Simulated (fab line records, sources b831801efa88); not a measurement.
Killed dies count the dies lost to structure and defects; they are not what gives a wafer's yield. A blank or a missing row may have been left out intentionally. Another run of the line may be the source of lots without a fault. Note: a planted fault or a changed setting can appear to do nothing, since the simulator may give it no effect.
fab line records	flow sky130
record: lots: 5	wafers: 15	lastDay: 50
route steps=708 shown CAPM@548 METAL3@555
lots untouched by any fault: they come from a run of this same line in which no faults occurred
startH: start of the lot's first displayed wafer, in hours after the record's first day	waitH: hours elapsed since this lot's preceding step	" repeats the value in the row above	L1.1+2: several wafers, shown together as one row	- no value, or no start given	* or withheld: withheld	< > ~ a bound
route shown NAME@n: names a module that has steps shown in the file, with the first one's number in the route	usual: mean/standard deviation of fault-free wafers	same: alike in all rows	chamber/n: place in a boat	sites: each site's reading	_std_site: how widely they spread, as a standard deviation	_edge_site: the outer-site mean with the inner-site mean subtracted	radiusMm: for every site, how far away it sits from the centre of the wafer	mask NAME#n: copy n	behind: the most recent tool/chamber to have shaped the wafer	hold: cause of the lot's hold/its duration in hours/its outcome	device: which transistor (n, p or np) failed to switch	end of line: the same wafers' tests at the end of the route	a step given without rows: its recipe and nothing more	killed: at the first sort, the dies lost to defects and structure; wafer yield is something else	map: a wafer's dies, marking killed ones x, the rest . and places with no die _
set.NAME: the setting that was run; set.NAME@STEP: the one run at that earlier step	model.NAME: the simulator's own value behind a step, which no gauge read
lots at some steps of the route; a table a step, a row a wafer
services: a tool's chamber out of use, with start hour (startH, from the record's first day; less than 0 if before it), hours out, and reason
== steps ==
step: SKY_CAPM_DEVELOP_11
recipe: resist: NOVOLAK	developer: TMAH	developTimeS: 60	devTempC: 23
step: SKY_CAPM_OVL_MEAS_12
usual: CAPM_OVL: -1.1/1.3
lot.wafer	tool	chamber	startH	waitH	CAPM_OVL[nm]
L520.2	overlay-02	-	888.75	0.1	-2.3
L520.3	"	-	"	"	-2.7
L520.5	"	-	"	"	-4.1
L532.1	overlay-01	-	967.08	0.1	2.1
L532.3	"	-	"	"	-0.4
L532.4	"	-	"	"	0.0
L535.2	overlay-01	-	985.25	0.1	-0.2
L535.4	"	-	"	"	-0.2
L535.6	"	-	"	"	-0.4
L536.1	overlay-02	-	996.99	0.1	-1.2
L536.4	"	-	"	"	-1.4
L536.6	"	-	"	"	-2.1
L541.2	overlay-02	-	1024.70	0.1	-2.9
L541.3	"	-	"	"	-2.2
L541.4	"	-	"	"	-3.0
step: SKY_CAPM_METAL_ETCH_13
recipe: targetDepthNm: 220	stopOn: SiO2	chemistry: Cl2/BCl3	target: TiN	pressureMtorr: 10	icpW: 900	biasW: 48.5	Cl2_flow_sccm: 60	bcl3FlowSccm: 30	timeS: 62.9
usual: drypumpMotorCurrentA: 5.6/0.51	oesProductAu: 0.940/0.0075	throttleValvePct: 21.902/0.011
lot.wafer	tool	chamber	startH	waitH	drypumpMotorCurrentA	oesProductAu	rfHoursCounterH	throttleValvePct
L520.2	rieMetal-04	0	888.78	0.0	6.5	0.938	15	21.890
L520.3	"	0	"	"	6.5	0.943	-	21.886
L520.5	"	0	"	"	6.6	0.947	-	21.895
L532.1	rieMetal-03	1	967.11	0.0	5.4	0.930	9	21.907
L532.3	"	1	"	"	5.4	0.931	-	21.905
L532.4	"	0	"	"	4.9	0.948	-	21.890
L535.2	rieMetal-01	1	985.28	0.0	5.6	0.932	6	21.892
L535.4	"	1	"	"	5.6	0.952	-	21.890
L535.6	"	0	"	"	5.5	0.931	-	21.918
L536.1	rieMetal-01	1	997.03	0.0	5.5	0.937	7	21.895
L536.4	"	1	"	"	5.6	0.935	-	21.887
L536.6	"	1	"	"	5.6	0.932	-	21.929
L541.2	rieMetal-04	1	1024.73	0.0	6.0	0.948	17	21.899
L541.3	"	0	"	"	6.5	0.947	-	21.908
L541.4	"	1	"	"	6.0	0.952	-	21.887
step: SKY_CAPM_STRIP_14
recipe: chemistry: O2/N2	powerW: 1400	pressureMtorr: 1500	platenTempC: withheld	o2FlowSccm: 3000	n2FlowSccm: 300	overashFraction: 0.5
usual: drypumpMotorCurrentA: 5.5/0.42	oesProductAu: 0.710/0.0043	stripTimeToEndpointS: 12.63/0.046
lot.wafer	tool	chamber	startH	waitH	drypumpMotorCurrentA	oesProductAu	rfHoursCounterH	stripTimeToEndpointS
L520.2	plasmaAsher-03	0	888.86	0.1	5.3	0.712	106	12.63
L520.3	"	0	"	"	5.3	0.711	-	12.60
L520.5	"	0	"	"	5.3	0.715	-	12.55
L532.1	plasmaAsher-03	0	967.19	0.1	5.3	0.709	114	12.54
L532.3	"	0	"	"	5.3	0.710	-	12.56
L532.4	"	1	"	"	6.2	0.711	-	12.61
L535.2	plasmaAsher-03	0	985.36	0.1	5.3	0.715	116	12.66
L535.4	"	0	"	"	5.3	0.712	-	12.62
L535.6	"	1	"	"	6.2	0.702	-	12.62
L536.1	plasmaAsher-01	0	997.11	0.1	5.4	0.712	23	12.67
L536.4	"	0	"	"	5.4	0.718	-	12.66
L536.6	"	0	"	"	5.4	0.714	-	12.64
L541.2	plasmaAsher-03	1	1024.81	0.1	6.2	0.707	119	12.72
L541.3	"	1	"	"	6.2	0.709	-	12.69
L541.4	"	0	"	"	5.3	0.714	-	12.70
step: SKY_CAPM_STRIP_15
recipe: chemistry: postEtchResidueRemover	timeS: 1200	tempC: 72.5
step: SKY_CAPM_CLEAN_16
recipe: chemistry: IPA	timeS: 180	tempC: 25
step: SKY_CAPM_CLEAN_17
recipe: chemistry: O3/DIW	dry: n2Spin
step: SKY_METAL3_DEHYDRATE_05
recipe: tempC: 200	timeS: 60
step: SKY_METAL3_HMDS_06
recipe: primeTimeS: 60	primeTempC: 120
step: SKY_METAL3_COAT_07
recipe: resist: BARC	tempC: withheld	timeS: withheld	spinRpm: 3000	resistThkNm: 60
step: SKY_METAL3_COAT_08
recipe: resist: KrF-thick	spinRpm: 3000	resistThkNm: 1140
step: SKY_METAL3_SOFTBAKE_09
recipe: tempC: 100	timeS: 90	resist: KrF-thick
step: SKY_METAL3_EXPOSE_10
recipe: maskId: MM3	na: 0.68	sourceShape: annular	sigmaInner: 0.4	sigmaOuter: 0.8	targetCdNm: 300	doseMj: 28
lot.wafer	tool	chamber	startH	waitH	mask
L520.2+3+5	krfScanner-02	0	902.53	-	MM3#0
L532.1+3+4	krfScanner-01	0	980.89	-	MM3#0
L535.2+4+6	krfScanner-02	0	997.81	-	MM3#0
L536.1+4+6	krfScanner-02	0	1009.69	-	MM3#0
L541.2+3+4	krfScanner-01	0	1036.86	-	MM3#0
step: SKY_METAL3_PEB_11
recipe: pebTempC: withheld	pebTimeS: withheld	resist: KrF-thick
step: SKY_METAL3_DEVELOP_12
recipe: developTimeS: 60	resist: KrF-thick	devTempC: 21
step: SKY_METAL3_CD_MEAS_13
recipe: targetCdNm: 300
usual: cdNm: 299.7/1.7
lot.wafer	tool	chamber	startH	waitH	cdNm
L520.2	cdSem-01	-	914.41	-	300.7
L520.3	"	-	"	"	302.7
L520.5	"	-	"	"	300.6
L532.1	cdSem-02	-	992.06	-	300.9
L532.3	"	-	"	"	300.9
L532.4	"	-	"	"	300.5
L535.2	cdSem-02	-	1009.56	-	296.9
L535.4	"	-	"	"	296.0
L535.6	"	-	"	"	296.3
L536.1	cdSem-01	-	1020.54	-	271.8
L536.4	"	-	"	"	281.0
L536.6	"	-	"	"	264.5
L541.2	cdSem-01	-	1047.18	-	300.6
L541.3	"	-	"	"	300.1
L541.4	"	-	"	"	299.8
step: SKY_METAL3_OVL_MEAS_14
usual: METAL3_OVL: 4/6.5
lot.wafer	tool	chamber	startH	waitH	METAL3_OVL[nm]
L520.2	overlay-01	-	914.52	0.1	14
L520.3	"	-	"	"	7
L520.5	"	-	"	"	9
L532.1	overlay-02	-	992.18	0.1	6
L532.3	"	-	"	"	7
L532.4	"	-	"	"	-6
L535.2	overlay-02	-	1009.67	0.1	8
L535.4	"	-	"	"	-5
L535.6	"	-	"	"	10
L536.1	overlay-01	-	1020.66	0.1	0
L536.4	"	-	"	"	5
L536.6	"	-	"	"	6
L541.2	overlay-02	-	1047.29	0.1	-2
L541.3	"	-	"	"	-2
L541.4	"	-	"	"	-4
step: SKY_METAL3_DESCUM_15
recipe: chemistry: O2	sourcePowerW: 150	biasPowerW: 0	pressureMtorr: 10	tempC: 40	timeS: 8
usual: drypumpMotorCurrentA: 5.36/0.28	oesProductAu: 0.999/0.016
same: biasPowerW: 0
lot.wafer	tool	chamber	startH	waitH	drypumpMotorCurrentA	oesProductAu	rfHoursCounterH	model.METAL3.cdNm
L520.2	rieMetal-01	1	914.55	0.0	5.60	0.975	3	301.5
L520.3	"	1	"	"	5.59	0.978	-	303.1
L520.5	"	1	"	"	5.59	0.976	-	301.4
L532.1	rieMetal-01	1	992.22	0.0	5.61	0.979	7	302
L532.3	"	1	"	"	5.59	0.976	-	302
L532.4	"	0	"	"	5.55	0.994	-	301.7
L535.2	rieMetal-01	1	1009.70	0.0	5.57	0.989	7	297.9
L535.4	"	0	"	"	5.52	0.990	-	297.2
L535.6	"	0	"	"	5.53	0.994	-	297.2
L536.1	rieMetal-03	1	1020.70	0.0	5.39	1.021	12	272
L536.4	"	0	"	"	4.94	0.998	-	281.1
L536.6	"	1	"	"	5.39	1.015	-	265.3
L541.2	rieMetal-03	0	1047.32	0.0	4.93	1.008	8	300.6
L541.3	"	1	"	"	5.40	1.037	-	300.6
L541.4	"	0	"	"	4.93	1.010	-	299.5
step: SKY_METAL3_ETCH_16
recipe: chemistry: N2/H2	target: BARC	ionEnergyEv: 200	biasW: 100	pressureMtorr: 30	n2FlowSccm: 100	h2FlowSccm: 200	icpW: 500	stopOn: SiO2	timeS: 88.2	targetDepthA: 600
usual: drypumpMotorCurrentA: 5.37/0.28	oesProductAu: 0.626/0.0046	throttleValvePct: 13.204/0.0096
lot.wafer	tool	chamber	startH	waitH	drypumpMotorCurrentA	oesProductAu	rfHoursCounterH	throttleValvePct
L520.2	rieMetal-01	1	914.58	0.0	5.61	0.622	3	13.188
L520.3	"	1	"	"	5.61	0.633	-	13.216
L520.5	"	1	"	"	5.60	0.622	-	13.189
L532.1	rieMetal-01	1	992.25	0.0	5.62	0.633	7	13.210
L532.3	"	1	"	"	5.62	0.630	-	13.200
L532.4	"	0	"	"	5.55	0.630	-	13.198
L535.2	rieMetal-01	1	1009.73	0.0	5.60	0.621	7	13.208
L535.4	"	0	"	"	5.54	0.623	-	13.213
L535.6	"	0	"	"	5.55	0.630	-	13.197
L536.1	rieMetal-03	1	1020.73	0.0	5.41	0.624	12	13.192
L536.4	"	0	"	"	4.93	0.623	-	13.204
L536.6	"	1	"	"	5.40	0.628	-	13.197
L541.2	rieMetal-03	0	1047.35	0.0	4.94	0.632	8	13.203
L541.3	"	1	"	"	5.44	0.624	-	13.202
L541.4	"	0	"	"	4.93	0.630	-	13.213
step: SKY_METAL3_ETCH_17
recipe: target: SiO2	stopOn: TiN	chemistry: C4F8/O2/Ar	sourceW: 1500	biasW: 1200	pressureMtorr: 40	c4f8FlowSccm: withheld	O2_flow_sccm: 6	Ar_flow_sccm: 300	timeS: 3.9	targetDepthA: 150
usual: oesProductAu: 0.753/0.0064
lot.wafer	tool	chamber	startH	waitH	oesProductAu
L520.2	rieDiel-04	3	914.68	0.1	0.758
L520.3	"	0	"	"	0.754
L520.5	"	2	"	"	0.749
L532.1	rieDiel-03	2	992.35	0.1	0.737
L532.3	"	3	"	"	0.756
L532.4	"	1	"	"	0.753
L535.2	rieDiel-03	3	1009.83	0.1	0.746
L535.4	"	1	"	"	0.752
L535.6	"	1	"	"	0.766
L536.1	rieDiel-04	1	1020.83	0.1	0.748
L536.4	"	3	"	"	0.749
L536.6	"	0	"	"	0.759
L541.2	rieDiel-03	0	1047.45	0.1	0.751
L541.3	"	3	"	"	0.757
L541.4	"	1	"	"	0.750
step: SKY_METAL3_METAL_ETCH_18
recipe: targetDepthA: 8450	stopOn: SiO2	overEtchFrac: 0.3	timeS: 183.1	chemistry: Cl2/BCl3	resistSidewallDeg: 88	pressureMtorr: 10	icpW: 900	biasW: 48.5	Cl2_flow_sccm: 60	bcl3FlowSccm: 30
usual: drypumpMotorCurrentA: 5.4/0.3	oesProductAu: 0.867/0.0062	throttleValvePct: 22.264/0.0088
lot.wafer	tool	chamber	startH	waitH	drypumpMotorCurrentA	oesProductAu	rfHoursCounterH	throttleValvePct	model.METAL3.cdNm
L520.2	rieMetal-03	1	914.70	0.0	5.4	0.861	6	22.267	295.1
L520.3	"	1	"	"	5.4	0.859	-	22.271	293.7
L520.5	"	0	"	"	4.9	0.867	-	22.271	299
L532.1	rieMetal-03	0	992.37	0.0	4.9	0.868	5	22.271	309.8
L532.3	"	1	"	"	5.4	0.878	-	22.246	297.3
L532.4	"	0	"	"	4.9	0.862	-	22.258	307.9
L535.2	rieMetal-03	0	1009.85	0.0	4.9	0.869	6	22.265	306.1
L535.4	"	1	"	"	5.4	0.863	-	22.251	291.8
L535.6	"	1	"	"	5.4	0.878	-	22.261	289.3
L536.1	rieMetal-01	0	1020.85	0.0	5.5	0.871	13	22.271	273.1
L536.4	"	0	"	"	5.5	0.867	-	22.270	282.5
L536.6	"	1	"	"	5.6	0.873	-	22.275	263.7
L541.2	rieMetal-01	1	1047.47	0.0	5.6	0.878	9	22.258	300.5
L541.3	"	0	"	"	5.5	0.865	-	22.269	302.1
L541.4	"	1	"	"	5.6	0.874	-	22.260	303.2
step: SKY_METAL3_STRIP_19
recipe: chemistry: O2/N2	powerW: 1400	pressureMtorr: 1500	platenTempC: withheld	o2FlowSccm: 3000	n2FlowSccm: 300	overashFraction: 0.5
usual: drypumpMotorCurrentA: 5.4/0.3	oesProductAu: 0.503/0.006	stripTimeToEndpointS: 6.56/0.094
lot.wafer	tool	chamber	startH	waitH	drypumpMotorCurrentA	oesProductAu	rfHoursCounterH	stripTimeToEndpointS
L520.2	plasmaAsher-01	0	914.88	0.1	5.4	0.498	15	6.45
L520.3	"	1	"	"	5.3	0.492	-	6.42
L520.5	"	1	"	"	5.3	0.502	-	6.49
L532.1	plasmaAsher-01	0	992.55	0.1	5.4	0.499	23	6.56
L532.3	"	0	"	"	5.4	0.500	-	6.39
L532.4	"	1	"	"	5.3	0.508	-	6.54
L535.2	plasmaAsher-01	0	1010.03	0.1	5.4	0.504	25	6.58
L535.4	"	0	"	"	5.4	0.491	-	6.40
L535.6	"	0	"	"	5.4	0.499	-	6.43
L536.1	plasmaAsher-02	1	1021.03	0.1	5.9	0.502	61	6.61
L536.4	"	1	"	"	5.9	0.501	-	6.61
L536.6	"	0	"	"	5.2	0.507	-	6.72
L541.2	plasmaAsher-02	1	1047.65	0.1	5.8	0.513	63	6.74
L541.3	"	0	"	"	5.2	0.519	-	6.63
L541.4	"	1	"	"	5.9	0.517	-	6.67
== services ==
tool	chamber	startH	hours	kind
krfScanner-02	-	872.27	4.0	pm
krfScanner-01	0	872.48	-	calibration
rieMetal-04	0	874.06	3.7	repair
plasmaAsher-02	-	883.63	2.8	pm
rieMetal-03	-	886.34	1.3	repair
rieMetal-03	0	890.63	2.4	repair
rieMetal-03	0	893.00	-	clean
rieMetal-03	0	893.00	17.9	scheduledDown
rieMetal-03	0	893.00	17.9	ventCycle
krfScanner-02	-	894.83	0.8	pm
plasmaAsher-01	-	899.61	5.7	repair
krfScanner-01	-	915.76	1.0	pm
krfScanner-02	-	919.60	1.0	pm
rieDiel-03	-	944.98	15.6	pm
krfScanner-01	-	950.76	0.8	pm
krfScanner-02	-	971.49	1.3	pm
krfScanner-01	-	975.21	1.3	pm
krfScanner-02	-	977.74	1.3	repair
krfScanner-02	0	980.27	-	calibration
rieMetal-01	-	990.28	0.9	repair
rieMetal-01	-	1003.12	2.8	pm
krfScanner-01	-	1017.75	3.4	repair
rieMetal-01	-	1024.30	0.3	repair
rieDiel-03	2	1028.07	7.8	repair
== key ==
firstSign: step: SKY_METAL3_CD_MEAS_13	reading: cdNm	direction: down	sigmas: 16	usual: 299.7	struck: 272.4
effect none on later readings
modelEffect: step: SKY_METAL3_DESCUM_15	value: METAL3.cdNm	without: 299.5	struck: 272.8
modelEffect: step: SKY_METAL3_METAL_ETCH_18	value: METAL3.cdNm	without: 299.8	struck: 273.1
metAt SKY_METAL3_EXPOSE_10
struckWafers L536.1,L536.4,L536.6
sortLeftOut L536.1,L536.4,L536.6
onsetBetween 997.81 1009.69
alsoFits SKY_CAPM_METAL_ETCH_13:rieMetal-01,SKY_CAPM_STRIP_14:plasmaAsher-01
fault: kind: processParameterDrift	tool: krfScanner-02	chamber: -	onsetH: 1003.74	steps: SKY_METAL3_EXPOSE_10	channel: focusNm	offset: 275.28	spreadByWafer: 0.3	shape: step
sortLeftOut: the simulated sort isn't trusted on such a fault, so these wafers' sort isn't shown, and their yield isn't known
